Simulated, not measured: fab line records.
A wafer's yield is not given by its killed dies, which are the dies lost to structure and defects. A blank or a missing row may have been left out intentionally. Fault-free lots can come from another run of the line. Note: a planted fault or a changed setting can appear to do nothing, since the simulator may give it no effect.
Matching of chambers || flow gf180mcu || 4 sister chambers for GF_V3_ETCH_16 on rie diel-03
The step etches BARC in N2/H2. 14 wafers are shown with their chamber, then 7 later ones without.

== WAFERS WITH THEIR CHAMBER ==
{"wafer": "L076.3", "chamber": 2, "drypump motor current A (A)": 6.4, "oes product au (a.u.)": 0.849, "throttle valve pct (%)": 13.224}
{"wafer": "L076.4", "chamber": 0, "drypump motor current A (A)": 5.6, "oes product au (a.u.)": 0.855, "throttle valve pct (%)": 13.214}
{"wafer": "L076.5", "chamber": 0, "drypump motor current A (A)": 5.7, "oes product au (a.u.)": 0.862, "throttle valve pct (%)": 13.232}
{"wafer": "L084.3", "chamber": 2, "drypump motor current A (A)": 6.4, "oes product au (a.u.)": 0.852, "throttle valve pct (%)": 13.228}
{"wafer": "L084.5", "chamber": 3, "drypump motor current A (A)": 4.8, "oes product au (a.u.)": 0.853, "throttle valve pct (%)": 13.218}
{"wafer": "L084.6", "chamber": 1, "drypump motor current A (A)": 6.0, "oes product au (a.u.)": 0.847, "throttle valve pct (%)": 13.229}
{"wafer": "L086.1", "chamber": 1, "drypump motor current A (A)": 6.0, "oes product au (a.u.)": 0.851, "throttle valve pct (%)": 13.232}
{"wafer": "L086.2", "chamber": 0, "drypump motor current A (A)": 5.7, "oes product au (a.u.)": 0.861, "throttle valve pct (%)": 13.228}
{"wafer": "L086.6", "chamber": 1, "drypump motor current A (A)": 6.0, "oes product au (a.u.)": 0.855, "throttle valve pct (%)": 13.224}
{"wafer": "L087.1", "chamber": 3, "drypump motor current A (A)": 4.8, "oes product au (a.u.)": 0.852, "throttle valve pct (%)": 13.238}
{"wafer": "L087.3", "chamber": 1, "drypump motor current A (A)": 6.0, "oes product au (a.u.)": 0.849, "throttle valve pct (%)": 13.220}
{"wafer": "L087.5", "chamber": 1, "drypump motor current A (A)": 6.0, "oes product au (a.u.)": 0.852, "throttle valve pct (%)": 13.220}
{"wafer": "L088.2", "chamber": 0, "drypump motor current A (A)": 5.6, "oes product au (a.u.)": 0.862, "throttle valve pct (%)": 13.234}
{"wafer": "L088.4", "chamber": 1, "drypump motor current A (A)": 6.0, "oes product au (a.u.)": 0.854, "throttle valve pct (%)": 13.221}

SIGNATURES (means of the wafers above)
{"reading": "drypump motor current A", "chamber 0": 5.650, "chamber 1": 6.000, "chamber 2": 6.400, "chamber 3": 4.800, "scatter within a chamber": 0.0316}
{"reading": "oes product au", "chamber 0": 0.86000, "chamber 1": 0.85133, "chamber 2": 0.85050, "chamber 3": 0.85250, "scatter within a chamber": 0.0029}
{"reading": "throttle valve pct", "chamber 0": 13.22700, "chamber 1": 13.22433, "chamber 2": 13.22600, "chamber 3": 13.22800, "scatter within a chamber": 0.00762}
Rule: a wafer's distance from a chamber is the root of the sum, over the readings, of the square of ((its reading less the chamber's mean) divided by the reading's scatter). The wafer belongs to the nearest chamber; if the next one is less than 2 further off, it can't be placed. The scatter: take each reading less its chamber's mean, square it, sum over the shown wafers, divide by the number of wafers less the number of chambers, and take the root.

== WAFERS WITH NO CHAMBER GIVEN ==
{"wafer": "L088.5", "drypump motor current A (A)": 4.9, "oes product au (a.u.)": 0.855, "throttle valve pct (%)": 13.225}
{"wafer": "L089.4", "drypump motor current A (A)": 5.6, "oes product au (a.u.)": 0.848, "throttle valve pct (%)": 13.215}
{"wafer": "L089.5", "drypump motor current A (A)": 6.5, "oes product au (a.u.)": 0.846, "throttle valve pct (%)": 13.222}
{"wafer": "L089.6", "drypump motor current A (A)": 6.0, "oes product au (a.u.)": 0.856, "throttle valve pct (%)": 13.221}
{"wafer": "L096.1", "drypump motor current A (A)": 4.8, "oes product au (a.u.)": 0.852, "throttle valve pct (%)": 13.241}
{"wafer": "L096.2", "drypump motor current A (A)": 5.6, "oes product au (a.u.)": 0.856, "throttle valve pct (%)": 13.211}
{"wafer": "L096.3", "drypump motor current A (A)": 6.4, "oes product au (a.u.)": 0.854, "throttle valve pct (%)": 13.208}

== THE CHAMBER EACH PASSED THROUGH ==
{"wafer": "L088.5", "from the rows above": 3, "in truth": 3}
{"wafer": "L089.4", "from the rows above": 0, "in truth": 0}
{"wafer": "L089.5", "from the rows above": 2, "in truth": 2}
{"wafer": "L089.6", "from the rows above": 1, "in truth": 1}
{"wafer": "L096.1", "from the rows above": 3, "in truth": 3}
{"wafer": "L096.2", "from the rows above": 0, "in truth": 0}
{"wafer": "L096.3", "from the rows above": 2, "in truth": 2}
7 of 7 placed correctly. From these rows, 0 cannot be placed. Number placed wrongly: 0.
